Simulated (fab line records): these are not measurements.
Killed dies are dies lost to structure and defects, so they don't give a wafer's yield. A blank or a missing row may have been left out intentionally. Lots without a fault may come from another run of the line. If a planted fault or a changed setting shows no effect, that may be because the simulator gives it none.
A struck lot beside a sound one ; flow gf180mcu ; 14 out of 602 route steps
Sound: these wafers, L237.3, L237.4, L237.5. Wafers L254.1, L254.4, L254.5 were the ones struck. The cause comes at the end.
For every step that has rows: the tool of each side, followed by ch and its chambers, followed by its first start. Under that, the readings that differ: sound wafers ; struck wafers ; difference of the means ; sigmas: that difference in standard deviations of wafers without a fault.
alike: readings with means less than 2 such deviations apart, plus words and numbers identical on both sides. not compared: withheld readings, readings lacking a value on some wafer, bounds such as >300 that could conceal the same value, and numbers that have no deviation in the record and whose values overlap.
The two part at a step that has a row with sigmas, a row that says differs or no value, or rows on one side only. Numbers that don't overlap but have no deviation are shown without sigmas and don't part them. Lack of a reading on every wafer of one side parts them only where that side has two or more wafers.

first, 4 steps without rows for these wafers: GF_DNWELL_EXPOSE_04 (exposes mask DNWELL, target cd 1700 nm); GF_DNWELL_PEB_05; GF_DNWELL_DEVELOP_06 (develop time 60 s); GF_DNWELL_IMPLANT_07.
GF_DNWELL_STRIP_08: strips in O2/N2.
  sound on plasma_asher-04 ch 0,1, day 3 04:06; struck on plasma_asher-01 ch 0,1, day 6 22:54
  alike: chamber_pressure_mTorr, drypump_motor_current_A, heater_power_w, oes_product_au, strip_time_to_endpoint_s
  not compared: rf_hours_counter_h
GF_DNWELL_TW_MEAS_09:
  sound on film_metro-01 at day 3 04:11; struck on film_metro-01 at day 6 23:00
reading;sound;struck;difference;sigmas
DNWELL_TW;1328 1333 1330;1351 1349 1346;+18;+2
then, 6 steps without rows for these wafers: GF_NWELL_DEHYDRATE_00 (time 60 s); GF_NWELL_HMDS_01 (prime time 60 s); GF_NWELL_COAT_02 (resist thk 3000 nm); GF_NWELL_SOFTBAKE_03; GF_NWELL_EXPOSE_04 (exposes mask Nwell, target cd 860 nm); GF_NWELL_PEB_05.
GF_NWELL_DEVELOP_06: develop time 60 s.
  sound on litho_track-04 ch 0, day 3 16:00; struck on litho_track-04, day 7 14:00
  no value came back on the struck wafers for chill_plate_temp_C (C), develop_time_s (s); on the sound wafers chill_plate_temp_C (C) reads 22.95 22.97 23.14
GF_NWELL_OVL_MEAS_07:
  sound on overlay-02 at day 3 16:41; struck on overlay-02 at day 7 14:29
reading;sound;struck;difference;sigmas
NWELL_OVL (nm);-1.8 0.3 -1.3;- - -;no value on the struck wafers;

WHERE THEY PART
Earliest at GF_DNWELL_TW_MEAS_09; latest, in this record, at GF_NWELL_OVL_MEAS_07.

WHY: the cause the simulator had injected
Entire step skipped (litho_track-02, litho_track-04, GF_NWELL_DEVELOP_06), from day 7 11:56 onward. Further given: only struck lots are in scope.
